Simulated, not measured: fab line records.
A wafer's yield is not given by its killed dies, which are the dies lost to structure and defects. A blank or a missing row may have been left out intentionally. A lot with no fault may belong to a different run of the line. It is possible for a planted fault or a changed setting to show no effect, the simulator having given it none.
Shared-tool check -- flow gf180mcu -- 14 lots and 42 wafers in the sample

## REASON FOR OPENING
At GF_HV_LDD_TW_MEAS_38 the reading HV_LDD_3_TW is flagged on 2 of 14 lots. No-fault wafers: 1448, standard deviation 13.
Rule: flag the lot when none of its wafers has a number, or when each of its wafers that has one lies beyond 4 standard deviations from that mean. The rest of the lots are taken to be sound.

lot,measured,on,"HV_LDD_3_TW, wafer by wafer",flag
L852,day 11 15:28,film metro-04,1459 1457 1468,
L853,day 11 18:24,film metro-04,1459 1456 1461,
L854,day 12 06:34,film metro-04,1458 1452 1446,
L855,day 12 12:50,film metro-02,1433 1435 1432,
L856,day 13 07:32,film metro-04,1457 1457 1463,
L857,day 13 17:33,film metro-02,1431 1428 1430,
L858,day 13 17:56,film metro-02,1425 1434 1431,
L859,day 14 00:55,film metro-04,1448 1450 1446,
L860,day 14 15:37,film metro-04,30 30 30,FLAGGED
L862,day 14 23:10,film metro-01,30 30 30,FLAGGED
L871,day 17 20:53,film metro-02,1430 1432 1421,
L872,day 18 05:00,film metro-04,1457 1454 1458,
L873,day 18 10:29,film metro-02,1421 1432 1429,
L874,day 18 18:35,film metro-01,1436 1437 1442,
Averaged over the flagged lots the numbers come to 30, -1418 from the usual (-99 or more standard deviations).

## LOT BY LOT: THE TOOL USED
The record holds 1 process step before the reading, out of a route of 602 steps. Read each cell as the tool, then ch plus the chambers that the sampled wafers visited, then the start.
lot,flag,GF_HV_LDD_DEVELOP_30
L852,,"litho track-01 ch 0, day 11 14:28"
L853,,"litho track-04 ch 0, day 11 17:25"
L854,,"litho track-03 ch 0, day 12 05:36"
L855,,"litho track-03 ch 0, day 12 11:50"
L856,,"litho track-04 ch 0, day 13 06:31"
L857,,"litho track-01 ch 0, day 13 16:32"
L858,,"litho track-03 ch 0, day 13 16:56"
L859,,"litho track-01 ch 0, day 13 23:55"
L860,FLAGGED,"litho track-01 ch 0, day 14 14:38"
L862,FLAGGED,"litho track-01 ch 0, day 14 22:10"
L871,,"litho track-03 ch 0, day 17 19:53"
L872,,"litho track-01 ch 0, day 18 03:59"
L873,,"litho track-04 ch 0, day 18 09:28"
L874,,"litho track-04 ch 0, day 18 17:35"
What these steps do:
- GF_HV_LDD_DEVELOP_30: develop time 60 s.
- GF_HV_LDD_TW_MEAS_38

## FLAGGED OVER TOTAL, TOOL BY TOOL (the gauges that took the reading come last)
step,tool,lots run,flagged,share of the flagged lots,sound lots run after its first flagged lot
GF_HV_LDD_DEVELOP_30,litho track-01,6,2,all,1 (L872)
GF_HV_LDD_DEVELOP_30,litho track-03,4,0,none,-
GF_HV_LDD_DEVELOP_30,litho track-04,4,0,none,-
GF_HV_LDD_TW_MEAS_38,film metro-01,2,1,some,1 (L874)
GF_HV_LDD_TW_MEAS_38,film metro-02,5,0,none,-
GF_HV_LDD_TW_MEAS_38,film metro-04,7,1,some,1 (L872)

## WHAT THE TABLE PERMITS
1 row of the table ran every flagged lot: litho track-01 at GF_HV_LDD_DEVELOP_30.
- litho track-01 at GF_HV_LDD_DEVELOP_30: 2 of its 6 lots flagged. Sound lots followed the first flagged one (L872) on it, something a lasting fault affecting the whole tool could not allow.
None of the table's rows ran every flagged lot and, after the first, no sound lot.

## WHAT THE SIMULATOR PUT IN
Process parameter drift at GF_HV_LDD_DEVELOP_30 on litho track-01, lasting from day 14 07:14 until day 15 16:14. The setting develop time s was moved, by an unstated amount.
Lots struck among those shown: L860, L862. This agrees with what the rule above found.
